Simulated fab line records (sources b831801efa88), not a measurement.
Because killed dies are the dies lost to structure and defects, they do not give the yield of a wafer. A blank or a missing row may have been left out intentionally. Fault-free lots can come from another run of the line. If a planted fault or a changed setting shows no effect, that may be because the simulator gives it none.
One fault through the eyes of 2 desks | flow gf180mcu | numbers are kept per desk, each desk with only its own; the story behind them comes last

## THE TOOL OWNER'S DESK: rie diel-04
The tool's own readings at GF_V1_ETCH_17 (etches SiO2 in C4F8/O2/Ar, stops on TiN, target depth 630 nm): means of the sampled wafers that have a number, for each lot that ran on this tool. If a lot's mean is further than 4 standard deviations from the usual mean, the lot is out of limits and carries the mark OUT (the distance appears in the brackets).
Columns: A = oes product au at GF_V1_ETCH_17, usual 0.856 a.u.
lot  | first seen here | A
L160 | day 18 16:00    | 0.854
L163 | day 19 21:00    | 0.859
L168 | day 21 22:00    | 0.851
L170 | day 22 12:00    | 0.859
L173 | day 23 10:00    | 0.855
L177 | day 24 21:00    | 0.855
L181 | day 26 02:00    | 0.857
L182 | day 26 09:00    | 0.856
This desk found nothing out of limits on any of the 8 lots.

## METROLOGY DESK
What the gauges read for every lot (on any tool): the sampled wafers with a number, averaged. If a lot's mean is further than 4 standard deviations from the usual mean, the lot is out of limits and carries the mark OUT (the distance appears in the brackets).
Columns: A = V5_CVD_00_THK at GF_V5_THK_MEAS_01, usual 299 nm; B = V5_W_RS at GF_V5_RS_MEAS_24, usual 0.330 ohm/sq
lot  | first seen here | A   | B
L159 | day 26 12:16    | 301 | 0.327
L160 | day 26 19:24    | 298 | 0.336
L161 | day 27 08:10    | 300 | 0.330
L162 | day 27 17:22    | 300 | 0.324
L163 | day 27 18:46    | 304 | 0.330
L166 | day 28 20:22    | 295 | 0.325
L168 | day 29 12:46    | 295 | 0.328
L170 | day 29 21:56    | 295 | 0.330
L173 | day 30 17:10    | 296 | 0.326
L177 | day 31 21:35    | 302 | 0.332
L178 | day 32 03:41    | 298 | 0.327
L181 | day 32 20:23    | 298 | 0.331
L182 | day 33 00:47    | 305 | 0.327
This desk found nothing out of limits on any of the 13 lots.

## BROUGHT TOGETHER
The desk of the tool owner found nothing out of limits.
Metrology desk: nothing out of limits seen.

## WHAT WAS PUT IN BY THE SIMULATOR
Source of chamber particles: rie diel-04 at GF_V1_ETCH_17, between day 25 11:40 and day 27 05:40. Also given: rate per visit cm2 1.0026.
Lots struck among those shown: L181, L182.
